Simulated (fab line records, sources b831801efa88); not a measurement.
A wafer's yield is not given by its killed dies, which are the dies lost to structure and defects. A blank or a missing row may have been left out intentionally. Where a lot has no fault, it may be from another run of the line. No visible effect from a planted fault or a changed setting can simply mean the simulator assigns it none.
Which tool is to blame? | flow gf180mcu | at 1 step of a route of 602, 6 lots with 17 wafers sampled

WHAT EACH GAUGE READ, for each wafer
GF_M2_CD_MEAS_14: target cd 280 nm.
lot  | measured     | on       | cdNm (nm)
L494 | day 19 21:11 | cdSem-01 | 281.0 282.0 281.8
L497 | day 20 21:29 | cdSem-02 | 278.4 278.6 279.8
L501 | day 22 14:37 | cdSem-01 | 280.8 281.1 281.3
L505 | day 23 16:55 | cdSem-02 | 279.6 280.6
L510 | day 25 08:22 | cdSem-01 | 278.4 277.0 278.7
L514 | day 27 00:12 | cdSem-02 | 281.5 280.7 280.7

TOOL THAT RAN EACH LOT (tool first, then ch and the chambers of the sampled wafers, then the start)
Before these readings, the record contains no process step.

THE ANSWER, worked out from the rows above alone
Rule: usual is defined by the lots themselves. The widest of any qualifying gaps counts: lots, ordered by their means at a reading, are off when they make up no more than a third of the lots, leave a main group of 4 or more, and stand apart from it by 3 or more times the standard deviation of that group's means. The tables above print the reading to a certain number of digits; a main group whose means all agree to those digits is not used. Also off: a lot with no number at a reading for which 4 or more lots have one. All remaining lots with rows at the step are treated as sound.
No lot is off at any reading shown: from this, nothing can be told.

WHAT THE SIMULATOR HAD PUT IN
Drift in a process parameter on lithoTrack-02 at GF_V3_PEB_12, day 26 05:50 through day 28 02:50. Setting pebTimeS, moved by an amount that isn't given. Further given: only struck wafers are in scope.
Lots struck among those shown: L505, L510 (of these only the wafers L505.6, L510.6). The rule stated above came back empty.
